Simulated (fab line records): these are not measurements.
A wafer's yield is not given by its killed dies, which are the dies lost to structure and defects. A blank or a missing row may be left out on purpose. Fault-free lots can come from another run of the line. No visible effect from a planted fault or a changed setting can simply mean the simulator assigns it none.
A lot that was struck, set against a sound lot    flow sky130    22 out of 708 route steps
Sound: wafers L540.1, L540.3, L540.6. The struck wafers were L551.3, L551.4, L551.5. At the end, the cause is stated.
For every step that has rows: the tool of each side, followed by ch and its chambers, followed by its first start. Under that, the readings that differ: sound wafers    struck wafers    difference of the means    sigmas: that difference in standard deviations of wafers without a fault.
alike: words and numbers the same on both sides, and readings whose means are apart by under 2 such deviations; not compared: readings that were withheld, readings missing a value for some wafer, numbers with overlapping values and no deviation given by the record, and bounds like >300 which may hide the same value.
A row with sigmas, a row that says differs or no value, or rows on one side alone: a step with any of these is where the two part. When numbers do not overlap yet have no deviation, they are printed without sigmas and do not part them. A reading that every wafer of one side lacks parts them only if that side has two wafers or more.

first, 4 steps without rows for these wafers: SKY_NWELL_SOFTBAKE_06; SKY_NWELL_EXPOSE_07 (exposes mask NWM, target cd 840 nm); SKY_NWELL_PEB_08; SKY_NWELL_DEVELOP_09 (develop time 60 s).
SKY_NWELL_OVL_MEAS_10:
  sound on overlay-01, day 5 07:01; struck on overlay-01, day 8 03:23
  alike: NWELL_00_OVL
then, 3 steps without rows for these wafers: SKY_NWELL_IMPLANT_11; SKY_NWELL_IMPLANT_12; SKY_NWELL_IMPLANT_13.
SKY_NWELL_STRIP_14: strips in O2/N2.
  sound on plasma_asher-01 ch 0,1, day 5 07:31; struck on plasma_asher-04 ch 0,1, day 8 03:53
  alike: drypump_motor_current_A, oes_product_au, strip_time_to_endpoint_s
  not compared: rf_hours_counter_h
SKY_NWELL_TW_MEAS_15:
  sound on film_metro-03, day 5 07:37; struck on film_metro-03, day 8 03:59
  alike: NWELL_TW
then, 2 steps without rows for these wafers: SKY_NWELL_DEHYDRATE_16 (time 60 s); SKY_NWELL_HMDS_17 (prime time 60 s).
SKY_NWELL_COAT_18: resist thk 3000 nm.
  sound on litho_track-02 ch 0, day 5 16:31; struck on litho_track-01 ch 0, day 8 14:01
reading                                  sound           struck          difference  sigmas
model.coat_of_NWELL_COAT_18.thk_nm (nm)  3008 3009 3020  2859 2871 2866  -147        
then, 3 steps without rows for these wafers: SKY_NWELL_SOFTBAKE_19; SKY_NWELL_EXPOSE_20 (exposes mask NWM COMPLEMENT, target cd 840 nm); SKY_NWELL_PEB_21.
SKY_NWELL_DEVELOP_22: develop time 60 s.
  sound on litho_track-04 ch 0; struck on litho_track-02 ch 0
reading                                  sound           struck          difference  sigmas
model.coat_of_NWELL_COAT_18.thk_nm (nm)  3003 3005 3016  2855 2867 2862  -147        
SKY_NWELL_OVL_MEAS_23:
  sound on overlay-02, day 6 01:59; struck on overlay-02, day 9 00:38
  alike: NWELL_01_OVL
then, 1 step without rows for these wafers: SKY_NWELL_IMPLANT_24.
SKY_NWELL_STRIP_25: strips in O2/N2.
  sound on plasma_asher-01 ch 0,1, day 6 02:10; struck on plasma_asher-01 ch 0,1, day 9 00:50
reading                       sound              struck             difference  sigmas
strip_time_to_endpoint_s (s)  37.01 37.02 37.14  35.29 35.42 35.36  -1.70       -13
  alike: drypump_motor_current_A, oes_product_au
  not compared: rf_hours_counter_h
SKY_NWELL_TW_MEAS_26:
  sound on film_metro-02, day 6 02:16; struck on film_metro-02, day 9 00:56
  alike: NWELL_2_TW
-- the record jumps here: 40 days lie between the struck wafers' starts before and after (it left off in module NWELL and takes up again in module PAD_OPEN, whose first step shown is number 708 of the route) --
SKY_PAD_OPEN_PROBE_99:
  sound on prober-02, day 46 16:29; struck on prober-02, day 49 12:29
reading        sound       struck    difference  sigmas
killed_dies    100 100 97  85 72 82  -19         -2
killed_on_rim  22 21 20    15 9 12   -9          -2
  alike: killed_at_M0_to_M3, killed_at_M4_up, killed_at_contacts, killed_at_front_end, killed_at_other, killed_open, killed_short

WHERE THEY PART
Earliest at SKY_NWELL_STRIP_25; latest, in this record, at SKY_PAD_OPEN_PROBE_99.

WHY: what the simulator had put in
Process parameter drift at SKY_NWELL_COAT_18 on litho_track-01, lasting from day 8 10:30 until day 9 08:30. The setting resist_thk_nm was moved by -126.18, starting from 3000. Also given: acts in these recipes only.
